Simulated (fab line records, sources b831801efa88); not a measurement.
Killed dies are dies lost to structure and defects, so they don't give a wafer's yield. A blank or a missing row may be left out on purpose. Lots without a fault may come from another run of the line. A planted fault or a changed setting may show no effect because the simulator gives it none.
fab line records | flow sky130
record lots=5 wafers=15 last_day=49
route steps=708 shown VIA3@588 METAL4@598 CAP2M@603 PAD_OPEN@708
lots that met no fault: from a run of the same line without faults
start_h: hours from the record's first day to the start of the lot's first wafer shown | wait_h: hours since the lot's step before | " the same as in the row above | L1.1+2: a row that stands for several wafers | - no value, or no start given | * or withheld: withheld | < > ~ a bound
route shown NAME@n: a module of which the file shows steps, and the number in the route of the first | usual: mean/standard deviation of fault-free wafers | same: alike in all rows | chamber/n: place in a boat | sites: the reading at each site | _std_site: their standard deviation | _edge_site: outer sites' mean less inner sites' | radius_mm: how far each site lies from the wafer's centre | mask NAME#n: copy n | behind: the tool/chamber that last shaped the wafer | hold: why the lot was held/for how many hours/how that ended | device: the transistor (n, p or np) that didn't switch | end of line: the same wafers' tests at the end of the route | a step without rows: its recipe alone | killed: dies lost to structure and defects at the first sort, not the wafer's yield | map: a wafer's dies, x killed, . not, _ none there
set.NAME: the setting as run; set.NAME@STEP: as run at that earlier step | model.NAME: the simulator's own value behind a step, which no gauge read
lots at some steps of the route; a table a step, a row a wafer
services: from which hour (start_h, from the record's first day; less than 0 if before it) a tool's chamber was out of use, for how many hours, and why
## steps
# step SKY_VIA3_ETCH_15
# recipe target=SiO2 chemistry=C4F8/O2/Ar target_depth_nm=507 stop_on=TiN mask_material=KrF-thick source_w=1500 bias_w=1200 pressure_mtorr=40 c4f8_flow_sccm=withheld O2_flow_sccm=6 Ar_flow_sccm=300 time_s=78
# step SKY_VIA3_STRIP_16
# recipe chemistry=O2/N2 power_w=1400 pressure_mtorr=1500 platen_temp_c=withheld o2_flow_sccm=3000 n2_flow_sccm=300 overash_fraction=0.5
# step SKY_VIA3_STRIP_17
# recipe chemistry=post_etch_residue_remover time_s=1200 temp_c=72.5
# step SKY_VIA3_CLEAN_18
# recipe chemistry=IPA time_s=180 temp_c=25
# step SKY_VIA3_CLEAN_19
# recipe chemistry=O3/DIW dry=n2_spin
# step SKY_VIA3_SPUTTER_20
# recipe material=TiN target_thk_nm=20 chamber_pressure_pa=5 power_w=4000 time_s=80
# step SKY_VIA3_CVD_21
# recipe material=W target_thk_nm=390 time_s=117.31 temp_c=400 pressure_torr=40
# step SKY_VIA3_CMP_24
# recipe stop_on=SiO2 t_overpolish_s=20 down_force_psi=3.5 platen_rpm=60 target_thk_nm=0 pad_velocity_m_s=0.94248
# step SKY_METAL4_SPUTTER_00
# recipe material=Ti target_thk_nm=15 power_w=3000 time_s=10 chamber_pressure_pa=0.4
# step SKY_METAL4_SPUTTER_01
# recipe material=TiN target_thk_nm=20 power_w=6500 time_s=16.7 chamber_pressure_pa=0.4
# step SKY_METAL4_SPUTTER_02
# recipe material=AlCu target_thk_nm=735 power_w=10600 time_s=39.1 chamber_pressure_pa=0.4
# usual throttle_valve_pct=30.8/1.1
# columns lot.wafer tool chamber start_h wait_h throttle_valve_pct model.AlCu_of_METAL4_SPUTTER_02.thk_nm
L634.2 pvd_sputter-04 - 982.60 0.0 32.5 751.5
L634.3 " - " " 30.8 748.2
L634.6 " - " " 31.0 748.9
L639.1 pvd_sputter-02 - 1021.53 0.0 31.3 725
L639.2 " - " " 29.5 732.6
L639.5 " - " " 29.6 733.5
L642.2 pvd_sputter-04 - 1055.87 0.0 32.5 826.1
L642.3 " - " " 31.8 826.8
L642.6 " - " " 31.7 827.1
L646.2 pvd_sputter-04 - 1062.00 0.0 29.5 821.4
L646.5 " - " " 31.1 826.6
L646.6 " - " " 32.6 826.2
L647.2 pvd_sputter-04 - 1062.46 0.0 32.5 832.5
L647.3 " - " " 29.5 831
L647.6 " - " " 31.0 837
# step SKY_METAL4_SPUTTER_03
# recipe material=Ti target_thk_nm=5 power_w=3000 time_s=3.3 chamber_pressure_pa=0.4
# step SKY_METAL4_SPUTTER_04
# recipe material=TiN target_thk_nm=70 power_w=6500 time_s=58.3 chamber_pressure_pa=0.4
# step SKY_CAP2M_CVD_00
# recipe material=SiO2 target_thk_nm=15.5 temp_c=400 time_s=withheld rf_w=450
# step SKY_CAP2M_SPUTTER_02
# recipe material=TiN target_thk_nm=200 temp_c=300 power_w=6500 time_s=166.7 chamber_pressure_pa=0.4
# step SKY_CAP2M_DEHYDRATE_05
# recipe temp_c=200 time_s=60
# step SKY_CAP2M_HMDS_06
# recipe prime_time_s=60 prime_temp_c=120
# step SKY_CAP2M_COAT_07
# recipe resist=NOVOLAK spin_rpm=3000 resist_thk_nm=1126
# step SKY_CAP2M_SOFTBAKE_08
# recipe temp_c=90 time_s=60 resist=NOVOLAK
# step SKY_CAP2M_EXPOSE_09
# recipe mask_id=CAP2M na=0.6 source_shape=conventional sigma_outer=0.6 polarization=unpolarized target_cd_nm=1000 dose_mj=159
# step SKY_CAP2M_PEB_10
# recipe temp_c=withheld time_s=* resist=NOVOLAK
# step SKY_CAP2M_DEVELOP_11
# recipe resist=NOVOLAK developer=TMAH develop_time_s=58.75 dev_temp_c=23
# step SKY_CAP2M_METAL_ETCH_13
# recipe target_depth_nm=220 stop_on=SiO2 chemistry=Cl2/BCl3 target=TiN pressure_mtorr=10 icp_w=900 bias_w=48.5 Cl2_flow_sccm=60 bcl3_flow_sccm=30 time_s=62.9
# step SKY_CAP2M_STRIP_14
# recipe chemistry=O2/N2 power_w=1400 pressure_mtorr=1500 platen_temp_c=withheld o2_flow_sccm=3000 n2_flow_sccm=300 overash_fraction=0.5
# step SKY_CAP2M_STRIP_15
# recipe chemistry=post_etch_residue_remover time_s=1200 temp_c=72.5
# step SKY_CAP2M_CLEAN_16
# recipe chemistry=IPA time_s=180 temp_c=25
# step SKY_CAP2M_CLEAN_17
# recipe chemistry=O3/DIW dry=n2_spin
# step SKY_METAL4_DEHYDRATE_05
# recipe temp_c=200 time_s=60
# step SKY_METAL4_HMDS_06
# recipe prime_time_s=60 prime_temp_c=120
# step SKY_METAL4_COAT_07
# recipe resist=BARC temp_c=withheld time_s=withheld spin_rpm=3000 resist_thk_nm=60
# step SKY_METAL4_COAT_08
# recipe resist=KrF-thick spin_rpm=3000 resist_thk_nm=1140
# step SKY_METAL4_SOFTBAKE_09
# recipe temp_c=100 time_s=90 resist=KrF-thick
# step SKY_METAL4_EXPOSE_10
# recipe mask_id=MM4 na=0.68 source_shape=annular sigma_inner=0.4 sigma_outer=0.8 target_cd_nm=300 dose_mj=28
# step SKY_METAL4_PEB_11
# recipe peb_temp_c=withheld peb_time_s=withheld resist=KrF-thick
# step SKY_METAL4_DEVELOP_12
# recipe develop_time_s=60 resist=KrF-thick dev_temp_c=21
# step SKY_METAL4_METAL_ETCH_18
# recipe target_depth_a=8450 stop_on=SiO2 over_etch_frac=0.3 time_s=183.1 chemistry=Cl2/BCl3 resist_sidewall_deg=88 pressure_mtorr=10 icp_w=900 bias_w=48.5 Cl2_flow_sccm=60 bcl3_flow_sccm=30
# usual drypump_motor_current_A=5.8/0.31 oes_product_au=0.865/0.0057 rf_fwd_power_W=897/3.2 throttle_valve_pct=22.265/0.0081
# columns lot.wafer tool chamber start_h wait_h drypump_motor_current_A oes_product_au rf_fwd_power_W rf_hours_counter_h throttle_valve_pct
L634.2 rie_metal-02 0 1029.81 0.0 4.8 0.880 900 4 22.253
L634.3 " 1 " " 5.7 0.869 893 - 22.259
L634.6 " 1 " " 5.7 0.870 895 - 22.267
L639.1 rie_metal-03 1 1066.93 0.0 5.9 0.870 897 9 22.265
L639.2 " 0 " " 5.6 0.865 888 19 22.262
L639.5 " 1 " " 5.9 0.860 901 - 22.266
L642.2 rie_metal-04 0 1097.68 0.0 6.1 0.912 900 24 22.266
L642.3 " 0 " " 6.0 0.926 899 - 22.259
L642.6 " 0 " " 6.0 0.916 901 - 22.258
L646.2 rie_metal-02 1 1104.63 0.0 5.7 0.913 893 19 22.267
L646.5 " 0 " " 4.8 0.917 901 - 22.263
L646.6 " 1 " " 5.7 0.919 888 - 22.260
L647.2 rie_metal-03 1 1104.98 0.0 6.0 0.918 900 12 22.276
L647.3 " 0 " " 5.6 0.926 895 - 22.272
L647.6 " 0 " " 5.6 0.925 894 - 22.274
# step SKY_PAD_OPEN_PROBE_99
# usual defect_limited_yield=82.5/2.1 killed_at_M0_to_M3=43/7.7 killed_at_M4_up=3.4/1.9 killed_at_contacts=25/5.6 killed_at_front_end=14/4.3 killed_at_other=0.2/0.5 killed_dies=86/10 killed_open=47/7.2 killed_short=39/6.7 sort_bin_3_pad_short=0.9/0.46 sort_bin_5_function=10.4/1.5 sort_bin_6_memory=6.2/1.2 sort_n_pass=406/10 sort_yield_pct=82.5/2.1
# same gross_dies=492 killed_at_back_side=0 sort_bin_4_leakage[%]=0 sort_bin_8_speed[%]=0
# columns lot.wafer tool chamber start_h wait_h defect_limited_yield[%] killed_at_M0_to_M3 killed_at_M4_up killed_at_contacts killed_at_front_end killed_at_other killed_dies killed_open killed_short sort_bin_3_pad_short[%] sort_bin_5_function[%] sort_bin_6_memory[%] sort_n_pass sort_yield_pct[%] model.etest.met4.line_ohm_um model.etest.met4.rs_ohm_sq
L634.2 prober-02 - 1120.38 0.1 81.5 47 2 24 18 0 91 56 35 0.2 12.4 5.9 401 81.5 0.1376 0.04234
L634.3 prober-02 - 1120.43 0.2 85.4 37 4 26 5 0 72 42 30 0.2 8.5 5.9 420 85.4 0.1386 0.04161
L634.6 prober-02 - 1120.58 0.2 83.5 42 1 21 17 0 81 51 30 0.6 12.0 3.9 411 83.5 0.1408 0.04203
L639.1 prober-01 - 1153.21 0.1 84.6 34 6 27 9 0 76 43 33 0.8 8.7 5.9 416 84.6 0.1421 0.04311
L639.2 prober-01 - 1153.26 0.1 82.9 54 7 12 11 0 84 47 37 1.0 8.3 7.7 408 82.9 0.1412 0.04275
L639.5 prober-01 - 1153.41 0.2 85.2 37 3 22 11 0 73 40 33 0.6 10.0 4.3 419 85.2 0.1424 0.04273
L642.2 prober-02 - 1178.34 0.1 83.7 40 2 25 13 0 80 41 39 1.0 9.6 5.7 412 83.7 0.13 0.03814
L642.3 prober-02 - 1178.39 0.2 81.9 41 5 31 11 1 89 44 45 0.8 11.2 6.1 403 81.9 0.1287 0.03798
L642.6 prober-02 - 1178.54 0.2 81.7 43 6 31 10 0 90 44 46 1.2 11.0 6.1 402 81.7 0.1261 0.03822
L646.2 prober-02 - 1185.26 0.1 83.9 27 5 34 13 0 79 45 34 0.8 9.6 5.7 413 83.9 0.1291 0.03836
L646.5 prober-02 - 1185.41 0.2 81.3 37 2 37 15 1 92 56 36 1.0 11.4 6.3 400 81.3 0.1262 0.03783
L646.6 prober-02 - 1185.46 0.2 83.3 32 2 29 19 0 82 44 38 1.2 10.2 5.3 410 83.3 0.1281 0.03802
L647.2 prober-01 - 1186.31 0.1 82.5 43 10 23 9 1 86 51 35 0.6 11.2 5.7 406 82.5 0.1225 0.03738
L647.3 prober-01 - 1186.36 0.2 80.9 51 7 21 15 0 94 45 49 1.4 10.6 7.1 398 80.9 0.1244 0.03774
L647.6 prober-01 - 1186.51 0.2 81.1 48 3 23 19 0 93 59 34 0.4 11.4 7.1 399 81.1 0.1215 0.03736
# killed by level:class
L634.2 METAL2:geometric_particle:short=11 CONTACT:geometric_particle:open=9 VIA1:geometric_particle:open=8 LI_CONTACT:geometric_particle:open=8 VIA3:geometric_particle:open=8 VIA2:geometric_particle:open=6 POLY_GATE:geometric_particle:open=5 FIELD_ISO:geometric_particle:open=4
L634.3 CONTACT:geometric_particle:open=11 VIA1:geometric_particle:open=11 LI_CONTACT:geometric_particle:open=7 VIA3:geometric_particle:open=6 METAL1:geometric_particle:short=5 POLY_GATE:geometric_particle:short=4 LI_CONTACT:geometric_particle:short=3 VIA1:geometric_particle:short=3
L634.6 VIA1:geometric_particle:open=14 CONTACT:geometric_particle:open=7 LI_CONTACT:geometric_particle:open=5 LI_CONTACT:geometric_particle:short=5 VIA1:geometric_particle:short=5 METAL2:geometric_particle:short=5 FIELD_ISO:geometric_particle:short=4 FIELD_ISO:geometric_particle:open=4
L639.1 VIA1:geometric_particle:open=12 LI_CONTACT:geometric_particle:open=11 CONTACT:geometric_particle:open=6 LOCAL_INTERCONNECT:geometric_particle:short=5 VIA2:geometric_particle:open=5 METAL4:geometric_particle:short=5 CONTACT:geometric_particle:short=4 VIA1:geometric_particle:short=4
L639.2 VIA2:geometric_particle:open=12 VIA1:geometric_particle:open=9 METAL1:geometric_particle:short=8 VIA3:geometric_particle:open=8 METAL4:geometric_particle:short=5 CONTACT:geometric_particle:open=4 VIA2:geometric_particle:short=4 VIA3:geometric_particle:short=4
L639.5 VIA1:geometric_particle:open=9 CONTACT:geometric_particle:open=8 LI_CONTACT:geometric_particle:open=7 VIA1:geometric_particle:short=5 METAL2:geometric_particle:short=5 VIA2:geometric_particle:open=5 POLY_GATE:geometric_particle:short=4 METAL1:geometric_particle:short=4
L642.2 CONTACT:geometric_particle:open=11 VIA1:geometric_particle:open=11 METAL1:geometric_particle:short=6 METAL2:geometric_particle:short=6 POLY_GATE:geometric_particle:open=5 LI_CONTACT:geometric_particle:open=5 FIELD_ISO:geometric_particle:short=4 CONTACT:geometric_particle:short=4
L642.3 LI_CONTACT:geometric_particle:open=10 METAL1:geometric_particle:short=9 CONTACT:geometric_particle:open=9 VIA1:geometric_particle:open=7 LOCAL_INTERCONNECT:geometric_particle:short=5 VIA3:geometric_particle:open=5 VIA1:geometric_particle:short=4 METAL2:geometric_particle:short=4
L642.6 CONTACT:geometric_particle:open=11 VIA1:geometric_particle:open=10 CONTACT:geometric_particle:short=8 VIA2:geometric_particle:open=7 LI_CONTACT:geometric_particle:open=6 VIA1:geometric_particle:short=6 METAL2:geometric_particle:short=6 METAL4:geometric_particle:short=5
L646.2 LI_CONTACT:geometric_particle:open=11 VIA1:geometric_particle:open=10 CONTACT:geometric_particle:short=7 CONTACT:geometric_particle:open=7 LOCAL_INTERCONNECT:geometric_particle:short=6 FIELD_ISO:geometric_particle:short=4 VIA2:geometric_particle:open=4 METAL2:geometric_particle:short=4
L646.5 CONTACT:geometric_particle:open=12 VIA1:geometric_particle:open=10 LI_CONTACT:geometric_particle:open=10 CONTACT:geometric_particle:short=7 VIA2:geometric_particle:open=6 FIELD_ISO:geometric_particle:open=4 LOCAL_INTERCONNECT:geometric_particle:short=4 METAL1:geometric_particle:short=4
L646.6 CONTACT:geometric_particle:open=10 CONTACT:geometric_particle:short=8 VIA1:geometric_particle:open=8 LI_CONTACT:geometric_particle:open=7 FIELD_ISO:geometric_particle:open=6 FIELD_ISO:geometric_particle:short=6 VIA2:geometric_particle:open=6 VIA3:geometric_particle:short=4
L647.2 CONTACT:geometric_particle:open=11 VIA1:geometric_particle:open=11 METAL4:geometric_particle:short=8 VIA2:geometric_particle:open=6 VIA3:geometric_particle:open=6 METAL1:geometric_particle:short=5 METAL2:geometric_particle:short=5 LI_CONTACT:geometric_particle:open=4
L647.3 METAL2:geometric_particle:short=10 LI_CONTACT:geometric_particle:open=8 VIA3:geometric_particle:open=8 CONTACT:geometric_particle:open=7 VIA1:geometric_particle:short=7 VIA1:geometric_particle:open=6 FIELD_ISO:geometric_particle:short=5 VIA2:geometric_particle:short=5
L647.6 VIA1:geometric_particle:open=13 VIA2:geometric_particle:open=9 CONTACT:geometric_particle:open=8 FIELD_ISO:geometric_particle:open=6 LI_CONTACT:geometric_particle:open=6 CONTACT:geometric_particle:short=6 VIA1:geometric_particle:short=6 VIA3:geometric_particle:open=5
## services
# columns tool chamber start_h hours kind
rie_metal-02 - 973.19 2.8 pm
pvd_sputter-04 1 982.71 - consumable_replace:kit
pvd_sputter-04 1 982.71 18.0 scheduled_down
pvd_sputter-04 1 982.71 18.0 vent_cycle
rie_metal-04 1 1007.08 - clean
rie_metal-04 1 1007.08 29.9 scheduled_down
rie_metal-04 1 1007.08 29.9 vent_cycle
rie_metal-02 - 1021.32 0.3 repair
rie_metal-03 - 1031.37 1.9 repair
pvd_sputter-02 1 1054.81 - consumable_replace:kit
pvd_sputter-02 1 1054.81 18.0 scheduled_down
pvd_sputter-02 1 1054.81 18.0 vent_cycle
pvd_sputter-04 0 1089.18 - consumable_replace:kit
pvd_sputter-04 0 1089.18 18.0 scheduled_down
pvd_sputter-04 0 1089.18 18.0 vent_cycle
## key
first_sign step=SKY_METAL4_METAL_ETCH_18 reading=oes_product_au direction=up sigmas=9.4 usual=0.865 struck=0.919
effect none on later readings
model_effect step=SKY_METAL4_SPUTTER_02 value=AlCu_of_METAL4_SPUTTER_02.thk_nm without=734.4 struck=828.3
model_effect step=SKY_PAD_OPEN_PROBE_99 value=etest.met4.line_ohm_um without=0.1426 struck=0.1263
met_at SKY_METAL4_SPUTTER_02
struck_wafers L642.2,L642.3,L642.6,L646.2,L646.5,L646.6,L647.2,L647.3,L647.6
onset_between 982.60 1055.87
also_fits time
fault kind=process_parameter_drift tool=pvd_sputter-04 chamber=- onset_h=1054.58 steps=SKY_METAL4_SPUTTER_02 channel=time_s offset=* shape=step end_h=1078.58 acts_in=* stated=*
